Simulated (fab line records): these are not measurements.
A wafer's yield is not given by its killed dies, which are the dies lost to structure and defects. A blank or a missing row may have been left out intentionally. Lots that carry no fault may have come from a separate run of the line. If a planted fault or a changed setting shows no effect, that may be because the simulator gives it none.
A sampling plan put to the test / flow gf180mcu / 13 faults told of in these records, all on one fab line, each judged by the records of the lots it struck
The line's own looks make up the plan; these are the steps of the route where a gauge or inspection reads the wafer and leaves it unchanged. Where struck wafers have a number at a look and the file lists that look's usual mean and standard deviation on fault-free wafers, the look can be judged. Caught: 4 or more of those standard deviations (sigma) separate the usual mean from the mean of the struck wafers at a look after the fault's first step. On the tool: the same test on the tool's own readings at the fault's steps. It also counts as caught if the struck wafers ran another recipe or if their record alone is blank.

THE FAULTS, as the simulator had put them in
1. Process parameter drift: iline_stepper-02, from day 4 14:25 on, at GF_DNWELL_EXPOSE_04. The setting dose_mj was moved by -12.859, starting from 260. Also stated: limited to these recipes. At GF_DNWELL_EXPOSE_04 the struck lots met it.
2. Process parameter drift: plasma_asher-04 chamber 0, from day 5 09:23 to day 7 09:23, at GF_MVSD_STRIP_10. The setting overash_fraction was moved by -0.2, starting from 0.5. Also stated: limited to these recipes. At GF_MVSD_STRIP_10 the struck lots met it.
3. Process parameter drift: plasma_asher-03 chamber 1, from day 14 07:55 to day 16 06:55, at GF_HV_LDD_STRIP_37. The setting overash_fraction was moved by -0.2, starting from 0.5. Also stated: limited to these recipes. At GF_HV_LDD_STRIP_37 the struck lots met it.
4. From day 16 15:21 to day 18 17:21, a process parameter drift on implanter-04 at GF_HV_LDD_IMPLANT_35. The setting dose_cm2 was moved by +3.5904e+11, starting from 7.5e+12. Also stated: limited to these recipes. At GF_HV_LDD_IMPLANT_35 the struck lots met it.
5. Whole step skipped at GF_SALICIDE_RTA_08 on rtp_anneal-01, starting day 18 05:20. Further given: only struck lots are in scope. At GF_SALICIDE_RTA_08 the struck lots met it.
6. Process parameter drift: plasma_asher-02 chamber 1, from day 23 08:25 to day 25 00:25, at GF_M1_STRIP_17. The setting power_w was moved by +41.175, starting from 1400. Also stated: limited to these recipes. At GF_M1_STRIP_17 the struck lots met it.
7. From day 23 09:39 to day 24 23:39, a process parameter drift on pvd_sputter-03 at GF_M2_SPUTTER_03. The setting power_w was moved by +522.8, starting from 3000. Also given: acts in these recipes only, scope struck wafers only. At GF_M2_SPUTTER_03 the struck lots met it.
8. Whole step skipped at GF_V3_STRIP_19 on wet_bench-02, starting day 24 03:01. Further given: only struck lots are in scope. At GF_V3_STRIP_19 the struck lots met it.
9. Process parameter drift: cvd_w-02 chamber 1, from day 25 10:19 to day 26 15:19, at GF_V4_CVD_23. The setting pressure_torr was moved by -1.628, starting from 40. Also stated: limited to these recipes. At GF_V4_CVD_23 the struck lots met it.
10. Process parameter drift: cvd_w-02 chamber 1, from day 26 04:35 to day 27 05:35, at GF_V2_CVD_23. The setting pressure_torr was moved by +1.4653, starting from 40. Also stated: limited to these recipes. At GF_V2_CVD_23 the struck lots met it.
11. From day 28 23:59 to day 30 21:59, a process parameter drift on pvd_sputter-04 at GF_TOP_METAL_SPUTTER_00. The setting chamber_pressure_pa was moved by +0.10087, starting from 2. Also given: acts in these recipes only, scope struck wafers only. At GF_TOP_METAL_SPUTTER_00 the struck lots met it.
12. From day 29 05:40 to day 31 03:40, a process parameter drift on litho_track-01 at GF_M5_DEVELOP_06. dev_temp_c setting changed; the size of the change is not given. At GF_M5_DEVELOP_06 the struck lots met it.
13. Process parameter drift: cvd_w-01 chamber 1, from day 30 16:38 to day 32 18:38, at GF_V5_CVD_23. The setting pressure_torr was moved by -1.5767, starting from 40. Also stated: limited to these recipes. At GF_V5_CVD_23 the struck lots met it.

WHAT THE PLAN SAW
fault=1; on the tool itself=exposure_dose_mJ_cm2 -49 sigma; first look that catches it=none of the 2 looks that can be judged after it; reading, sigma=-; median hours from its first step to that look=-; hours from the fault's start to the first struck lot there=-; judged looks passed uncaught=2
fault=2; on the tool itself=oes_product_au +16 sigma; first look that catches it=none of the 2 looks that can be judged after it; reading, sigma=-; median hours from its first step to that look=-; hours from the fault's start to the first struck lot there=-; judged looks passed uncaught=2
fault=3; on the tool itself=oes_product_au +8.3 sigma; first look that catches it=no look after it can be judged; reading, sigma=-; median hours from its first step to that look=-; hours from the fault's start to the first struck lot there=-; judged looks passed uncaught=0
fault=4; on the tool itself=dose_ions_cm2 +47 sigma; first look that catches it=none of the 2 looks that can be judged after it; reading, sigma=-; median hours from its first step to that look=-; hours from the fault's start to the first struck lot there=-; judged looks passed uncaught=2
fault=5; on the tool itself=the tool's record is blank for the struck wafers; first look that catches it=no look after it can be judged; reading, sigma=-; median hours from its first step to that look=-; hours from the fault's start to the first struck lot there=-; judged looks passed uncaught=0
fault=6; on the tool itself=strip_time_to_endpoint_s -5.4 sigma; first look that catches it=not the one look that can be judged after it; reading, sigma=-; median hours from its first step to that look=-; hours from the fault's start to the first struck lot there=-; judged looks passed uncaught=1
fault=7; on the tool itself=cathode_dc_power_W +99 or beyond sigma; first look that catches it=not the one look that can be judged after it; reading, sigma=-; median hours from its first step to that look=-; hours from the fault's start to the first struck lot there=-; judged looks passed uncaught=1
fault=8; on the tool itself=the tool's record is blank for the struck wafers; first look that catches it=not the one look that can be judged after it; reading, sigma=-; median hours from its first step to that look=-; hours from the fault's start to the first struck lot there=-; judged looks passed uncaught=1
fault=9; on the tool itself=chamber_pressure_Torr -18 sigma; first look that catches it=not the one look that can be judged after it; reading, sigma=-; median hours from its first step to that look=-; hours from the fault's start to the first struck lot there=-; judged looks passed uncaught=1
fault=10; on the tool itself=chamber_pressure_Torr +18 sigma; first look that catches it=not the one look that can be judged after it; reading, sigma=-; median hours from its first step to that look=-; hours from the fault's start to the first struck lot there=-; judged looks passed uncaught=1
fault=11; on the tool itself=chamber_pressure_pa +29 sigma; first look that catches it=no look after it can be judged; reading, sigma=-; median hours from its first step to that look=-; hours from the fault's start to the first struck lot there=-; judged looks passed uncaught=0
fault=12; on the tool itself=developer_temp_C +7.9 sigma; first look that catches it=no look after it can be judged; reading, sigma=-; median hours from its first step to that look=-; hours from the fault's start to the first struck lot there=-; judged looks passed uncaught=0
fault=13; on the tool itself=chamber_pressure_Torr -19 sigma; first look that catches it=no look after it can be judged; reading, sigma=-; median hours from its first step to that look=-; hours from the fault's start to the first struck lot there=-; judged looks passed uncaught=0
Dash: fault not caught, or number not given in these records.

Caught at a look: 0 of 13. Caught on the tool: 13 of 13. By one or the other: 13 of 13.
Faults caught by the tool alone: 1, 2, 3, 4, 5, 6, 7, 8, 9, 10, 11, 12, 13.
